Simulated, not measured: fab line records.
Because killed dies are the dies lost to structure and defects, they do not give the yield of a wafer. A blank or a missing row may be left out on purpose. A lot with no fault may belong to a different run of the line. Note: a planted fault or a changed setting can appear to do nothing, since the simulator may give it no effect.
A lot that was struck, set against a sound lot ; flow gf180mcu ; 21 steps out of a route of 602
Sound: wafers L120.2, L120.3, L120.4. Struck: wafer L133.2 (L133.1, L133.6, from the same lot, were not struck and are left out); the cause is given at the end.
Order at every step that has rows: each side's tool, ch and its chambers, its first start. Under that, the readings that differ: sound wafers ; struck wafers ; difference of the means ; sigmas: that difference in standard deviations of wafers without a fault.
alike: readings with means less than 2 such deviations apart, plus words and numbers identical on both sides. not compared: withheld readings, readings lacking a value on some wafer, bounds such as >300 that could conceal the same value, and numbers that have no deviation in the record and whose values overlap.
Wherever a step has rows on one side only, a row that says differs or no value, or a row with sigmas, the two part there. Non-overlapping numbers with no deviation appear without sigmas and do not part them. A reading missing from all wafers of one side parts the sides only when that side holds two or more wafers.

first, 1 step without rows for these wafers: GF_STI_OXIDATION_21 (stabilise 600 s, purge 300 s, target thk 15 nm).
GF_STI_THK_MEAS_22:
  struck on film-metro-02, day 5 21:31; sound on film-metro-02, day 2 23:56
  alike: STI_OXIDATION_01_THK
then, 1 step without rows for these wafers: GF_STI_CVD_23 (deposits SiO2, target thk 650 nm, time 108.3 s).
GF_STI_THK_MEAS_24:
  struck on film-metro-04, day 5 21:40; sound on film-metro-01, day 3 00:04
  alike: STI_CVD_23_THK
GF_STI_CMP_25: polishes, stops on Si3N4, t overpolish 33 s, target thk 524.6 nm.
  sound on cmp-02 ch 0,2,3, day 3 00:07; struck on cmp-01 ch 3, day 5 21:43
  alike: motor-current-A, overpolish-run-s, time-to-endpoint-s
then, 4 steps without rows for these wafers: GF_STI_WET_ETCH_26 (etches SiO2 in dHF, target depth 94 nm, time 188 s); GF_STI_WET_ETCH_27 (etches Si3N4 in H3PO4, target depth 160 nm, time 1825 s); GF_STI_WET_ETCH_28 (etches SiO2 in dHF, target depth 20 nm, time 40 s); GF_STI_OXIDATION_29 (stabilise 600 s, purge 300 s, target thk 10 nm).
GF_STI_THK_MEAS_30:
  struck on film-metro-02, day 6 00:07; sound on film-metro-02, day 3 02:25
reading;sound;struck;difference;sigmas
STI_OXIDATION_02_THK (nm);10.27 10.35 10.25;9.88;-0.41;-2
then, 2 steps without rows for these wafers: GF_DNWELL_DEHYDRATE_00 (time 60 s); GF_DNWELL_HMDS_01 (prime time 60 s).
GF_DNWELL_COAT_02: resist thk 3000 nm.
  sound on litho-track-03 ch 0, day 3 08:19; struck on litho-track-03 ch 0, day 6 07:20
reading;sound;struck;difference;sigmas
model.coat_of_DNWELL_COAT_02.thk-nm (nm);2998 3006 3007;3080;+76;
  alike: dispense-pressure-kPa
then, 3 steps without rows for these wafers: GF_DNWELL_SOFTBAKE_03; GF_DNWELL_EXPOSE_04 (exposes mask DNWELL, target cd 1700 nm); GF_DNWELL_PEB_05.
GF_DNWELL_DEVELOP_06: develop time 60 s.
  sound: litho-track-04 ch 0; struck: litho-track-02 ch 0
reading;sound;struck;difference;sigmas
model.coat_of_DNWELL_COAT_02.thk-nm (nm);2996 3005 3006;3079;+77;
after that, 1 step had no rows for these wafers: GF_DNWELL_IMPLANT_07.
GF_DNWELL_STRIP_08: strips in O2/N2.
  sound on plasma-asher-03 ch 0,1, day 3 15:35; struck on plasma-asher-04 ch 1, day 6 14:31
reading;sound;struck;difference;sigmas
strip-time-to-endpoint-s (s);36.91 37.03 37.06;37.85;+0.85;+10
  alike: drypump-motor-current-A, heater-power-w, oes-product-au
  not compared: rf-hours-counter-h
GF_DNWELL_TW_MEAS_09:
  struck on film-metro-02, day 6 14:37; sound on film-metro-01, day 3 15:41
  alike: DNWELL_TW
-- the record jumps here: 27 days lie between the struck wafers' starts before and after (it left off in module DNWELL and takes up again in module PASSIVATION, whose first step shown is number 602 of the route) --
GF_PASSIVATION_PROBE_99:
  rows exist in the record for the struck wafers here (prober-02, day 33 17:28), but not for the sound ones

WHERE THEY PART
First at GF_STI_THK_MEAS_30; last, within this record, at GF_PASSIVATION_PROBE_99.

WHY: what had been put in by the simulator
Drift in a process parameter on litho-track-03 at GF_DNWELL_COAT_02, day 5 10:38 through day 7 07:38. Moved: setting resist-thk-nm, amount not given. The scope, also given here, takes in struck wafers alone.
